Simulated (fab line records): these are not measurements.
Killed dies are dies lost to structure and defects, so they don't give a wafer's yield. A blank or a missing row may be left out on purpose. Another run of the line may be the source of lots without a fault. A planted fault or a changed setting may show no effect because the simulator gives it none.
2 desks, one fault :: flow sfqLine :: numbers are kept per desk, each desk with only its own; the story behind them comes last

== THE METROLOGY DESK ==
What the gauges read, lot by lot, whatever tool the lot ran on: means of the sampled wafers that have a number. Any lot whose mean is over 4 standard deviations away from the usual mean is out of limits and marked OUT; that distance is given in the brackets.
Columns: A = M3_NB_RS at SFQ_M3_RS_MEAS_919, usual 0.891 ohm/sq; B = M3_OVL at SFQ_M3_OVL_MEAS_921, usual 1 nm
lot: L892
first seen here: day 38 05:38
A: 0.889
B: -2

lot: L894
first seen here: day 39 10:35
A: 0.901
B: 4

lot: L900
first seen here: day 42 02:14
A: 0.899
B: 1

lot: L902
first seen here: day 42 10:37
A: 0.887
B: 2

lot: L904
first seen here: day 43 04:40
A: 0.885
B: 8

lot: L905
first seen here: day 43 22:44
A: 0.874
B: 1
This desk found nothing out of limits on any of the 6 lots.

== AT THE TOOL OWNER'S DESK: rieMetal-01 ==
The tool's own readings at SFQ_TRILAYER_M3_BARC_OPEN_METAL_ETCH_100 (etches BARC in O2, target depth 125 nm, time 41.7 s): means of the sampled wafers that have a number, for each lot that ran on this tool. Any lot whose mean is over 4 standard deviations away from the usual mean is out of limits and marked OUT; that distance is given in the brackets.
Columns: A = drypumpMotorCurrentA at SFQ_TRILAYER_M3_BARC_OPEN_METAL_ETCH_100, usual 5.9 A; B = oesProductAu at SFQ_TRILAYER_M3_BARC_OPEN_METAL_ETCH_100, usual 0.685 a.u.; C = runLengthS at SFQ_TRILAYER_M3_BARC_OPEN_METAL_ETCH_100, usual 69.7 s
lot: L892
first seen here: day 43 01:10
A: 5.9
B: 0.711 (+5.7) OUT
C: 68.1

lot: L894
first seen here: day 44 07:17
A: 5.8
B: 0.702
C: 68.9

lot: L900
first seen here: day 46 18:05
A: 6.1
B: 0.684
C: 69.3
This desk finds L892 out of limits, L892 being first, at day 43 01:10 (oesProductAu at SFQ_TRILAYER_M3_BARC_OPEN_METAL_ETCH_100). L894, L900 stayed within limits.

== ALL TOGETHER ==
An alarm could have come from the tool owner's desk at day 43 01:10, on L892.
The metrology desk saw nothing out of limits.
The metrology desk has L892 on record, within its limits.
Of the lots named, all ran SFQ_TRILAYER_M3_BARC_OPEN_METAL_ETCH_100 on rieMetal-01.

== WHAT THE SIMULATOR HAD PUT IN ==
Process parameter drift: rieMetal-01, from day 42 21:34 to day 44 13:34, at SFQ_TRILAYER_M3_BARC_OPEN_METAL_ETCH_100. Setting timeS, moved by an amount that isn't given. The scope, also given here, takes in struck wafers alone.
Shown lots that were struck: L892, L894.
Hours from the fault's start to each desk's first reading out of limits: the tool owner's desk, 4.
